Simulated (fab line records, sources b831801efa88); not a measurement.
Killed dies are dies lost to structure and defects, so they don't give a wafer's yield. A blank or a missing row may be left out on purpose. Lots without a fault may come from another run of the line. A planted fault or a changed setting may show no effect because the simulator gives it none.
Which tool did it? | flow gf180mcu | 13 lots, 39 wafers sampled, at 4 steps of a route of 602

WHAT THE GAUGES READ, wafer by wafer
GF_M1_RS_MEAS_05: measures by four-point-probe. Usual: M1_ALCU_RS 0.0699 ohm/sq, standard deviation 0.00082.
lot  | measured     | on            | M1_ALCU_RS (ohm/sq)  | flag
L968 | day 16 07:14 | film_metro-02 | 0.0698 0.0692 0.0699 |
L969 | day 16 17:44 | film_metro-03 | 0.0689 0.0689 0.0693 |
L971 | day 17 08:53 | film_metro-01 | 0.0719 0.0723 0.0718 |
L974 | day 18 17:49 | film_metro-02 | 0.0686 0.0687 0.0689 |
L975 | day 19 07:13 | film_metro-03 | 0.0696 0.0693 0.0693 |
L976 | day 19 12:25 | film_metro-02 | 0.0697 0.0692 0.0694 |
L977 | day 20 02:24 | film_metro-02 | 0.0708 0.0711 0.0702 |
L978 | day 20 07:42 | film_metro-02 | 0.0695 0.0700 0.0693 |
L979 | day 20 14:47 | film_metro-01 | 0.0695 0.0698 0.0700 |
L981 | day 21 06:56 | film_metro-02 | 0.0709 0.0707 0.0709 |
L988 | day 23 19:28 | film_metro-02 | 0.0700 0.0708 0.0712 |
L989 | day 24 08:26 | film_metro-02 | 0.0698 0.0700 0.0691 |
L990 | day 24 09:25 | film_metro-02 | 0.0693 0.0696 0.0695 |

WHICH TOOL RAN EACH LOT (tool, then ch and the chambers of the sampled wafers, then the start)
lot  | GF_DUAL_GATE_OXIDATION_15     | GF_HV_LDD_ETCHBACK_58              | GF_M1_SPUTTER_02
L968 | furnace-01 ch 0, day 8 11:56  | rie_diel-03 ch 0,1, day 12 16:55   | pvd_sputter-03, day 16 07:05
L969 | furnace-01 ch 0, day 8 21:56  | rie_diel-03 ch 0,2, day 13 02:41   | pvd_sputter-03, day 16 17:38
L971 | furnace-01 ch 0, day 9 09:44  | rie_diel-04 ch 0,1,2, day 13 16:38 | pvd_sputter-01, day 17 08:47
L974 | furnace-02 ch 0, day 10 10:31 | rie_diel-03 ch 1,2,3, day 14 21:08 | pvd_sputter-01, day 18 17:43
L975 | furnace-02 ch 0, day 10 20:20 | rie_diel-02 ch 0,1,3, day 15 07:29 | pvd_sputter-03, day 19 07:08
L976 | furnace-02 ch 0, day 10 22:35 | rie_diel-04 ch 0,2, day 15 10:53   | pvd_sputter-01, day 19 12:20
L977 | furnace-01 ch 0, day 11 09:05 | rie_diel-02 ch 0,1, day 16 00:40   | pvd_sputter-04, day 20 02:18
L978 | furnace-02 ch 0, day 11 13:51 | rie_diel-02 ch 0,1,3, day 16 06:26 | pvd_sputter-04, day 20 07:35
L979 | furnace-02 ch 0, day 11 18:59 | rie_diel-03 ch 0,2,3, day 16 11:11 | pvd_sputter-01, day 20 14:41
L981 | furnace-01 ch 0, day 12 08:27 | rie_diel-04 ch 0,2,3, day 17 03:14 | pvd_sputter-04, day 21 06:50
L988 | furnace-02 ch 0, day 14 15:19 | rie_diel-04 ch 0,1,3, day 19 17:56 | pvd_sputter-01, day 23 19:23
L989 | furnace-01 ch 0, day 14 23:27 | rie_diel-04 ch 0,1,3, day 20 07:25 | pvd_sputter-01, day 24 08:20
L990 | furnace-01 ch 0, day 14 23:27 | rie_diel-04 ch 0,2,3, day 20 08:40 | pvd_sputter-04, day 24 09:17
- GF_DUAL_GATE_OXIDATION_15: stabilise 600 s, purge 300 s, target thk 7.098 nm.
- GF_HV_LDD_ETCHBACK_58: etches Si3N4 in CH3F/O2, stops on SiO2, time 100 s, target depth 90 nm.
- GF_M1_SPUTTER_02: material AlCu, target thk 450 nm, time 23.9 s.

WHAT THE TOOLS THEMSELVES READ (means of the sampled wafers that have a number; where no wafer has one, the mark that the record gives instead)
GF_DUAL_GATE_OXIDATION_15. Usual: spike_tc_lower_C 850.5 C, standard deviation 1.7; spike_tc_top_C 860.7 C, standard deviation 2.7; tube_center_temp_C 850.01 C, standard deviation 0.074.
lot  | tool       | spike_tc_lower_C (C) | spike_tc_top_C (C) | tube_center_temp_C (C) | flag
L968 | furnace-01 | 849.2                | 864.2              | 849.96                 |
L969 | furnace-01 | 848.2                | 863.2              | 850.06                 |
L971 | furnace-01 | 849.1                | 864.2              | 850.00                 |
L974 | furnace-02 | 852.2                | 856.2              | 849.99                 |
L975 | furnace-02 | 851.7                | 859.0              | 850.01                 |
L976 | furnace-02 | 851.1                | 858.6              | 850.06                 |
L977 | furnace-01 | 849.0                | 863.3              | 849.96                 |
L978 | furnace-02 | 851.7                | 858.2              | 849.98                 |
L979 | furnace-02 | 851.7                | 857.9              | 850.03                 |
L981 | furnace-01 | 849.2                | 863.3              | 849.93                 |
L988 | furnace-02 | 850.9                | 858.2              | 850.09                 |
L989 | furnace-01 | 848.3                | 863.9              | 849.95                 |
L990 | furnace-01 | 848.5                | 864.9              | 849.98                 |

GF_HV_LDD_ETCHBACK_58. Usual: bias_w 80.03 W, standard deviation 0.22; chamber_pressure_mTorr 25.000 mTorr, standard deviation 0.025; drypump_motor_current_A 5.9 A, standard deviation 0.36; oes_product_au 0.844 a.u., standard deviation 0.0064; throttle_valve_pct 10.561 %, standard deviation 0.0088.
lot  | tool        | bias_w (W) | chamber_pressure_mTorr (mTorr) | drypump_motor_current_A (A) | oes_product_au (a.u.) | throttle_valve_pct (%) | flag
L968 | rie_diel-03 | 80.18      | 24.985                         | 5.9                         | 0.843                 | 10.573                 |
L969 | rie_diel-03 | 80.05      | 24.973                         | 5.9                         | 0.847                 | 10.570                 |
L971 | rie_diel-04 | 79.98      | 24.983                         | 5.9                         | 0.844                 | 10.561                 |
L974 | rie_diel-03 | 80.11      | 25.010                         | 5.9                         | 0.855                 | 10.559                 |
L975 | rie_diel-02 | 80.00      | 24.993                         | 5.8                         | 0.850                 | 10.567                 |
L976 | rie_diel-04 | 80.23      | 24.989                         | 5.7                         | 0.854                 | 10.561                 |
L977 | rie_diel-02 | 80.10      | 24.986                         | 5.9                         | 0.853                 | 10.557                 |
L978 | rie_diel-02 | 80.17      | 24.994                         | 5.8                         | 0.840                 | 10.565                 |
L979 | rie_diel-03 | 80.03      | 25.001                         | 5.8                         | 0.845                 | 10.550                 |
L981 | rie_diel-04 | 80.21      | 25.006                         | 5.9                         | 0.846                 | 10.572                 |
L988 | rie_diel-04 | 79.87      | 25.044                         | 6.0                         | 0.842                 | 10.552                 |
L989 | rie_diel-04 | 79.87      | 25.005                         | 6.1                         | 0.833                 | 10.563                 |
L990 | rie_diel-04 | 80.17      | 25.013                         | 5.9                         | 0.843                 | 10.557                 |

GF_M1_SPUTTER_02. Usual: throttle_valve_pct 30.2 %, standard deviation 1.3.
lot  | tool           | throttle_valve_pct (%) | flag
L968 | pvd_sputter-03 | 30.7                   |
L969 | pvd_sputter-03 | 30.6                   |
L971 | pvd_sputter-01 | 30.2                   |
L974 | pvd_sputter-01 | 29.7                   |
L975 | pvd_sputter-03 | 30.7                   |
L976 | pvd_sputter-01 | 30.3                   |
L977 | pvd_sputter-04 | 29.1                   |
L978 | pvd_sputter-04 | 28.8                   |
L979 | pvd_sputter-01 | 30.4                   |
L981 | pvd_sputter-04 | 30.9                   |
L988 | pvd_sputter-01 | 29.8                   |
L989 | pvd_sputter-01 | 30.5                   |
L990 | pvd_sputter-04 | 28.1                   |

THE ANSWER, worked out from the rows above alone
Rule: a lot is off if the mean of its wafers that have a number lies more than 3 standard deviations from the usual mean. A lot without any number at a reading at which 4 lots or more have one is off too. The other lots that the step has rows for count as sound. The gauges are gone through in route order, then the tools' own readings, and for those a lot's mean is taken as printed above. The first step at which some lot is off is used, and at that step the reading that is off furthest; a lot without a number counts as furthest.
No lot is off at any reading shown: from this, nothing can be told.

WHAT THE SIMULATOR HAD PUT IN
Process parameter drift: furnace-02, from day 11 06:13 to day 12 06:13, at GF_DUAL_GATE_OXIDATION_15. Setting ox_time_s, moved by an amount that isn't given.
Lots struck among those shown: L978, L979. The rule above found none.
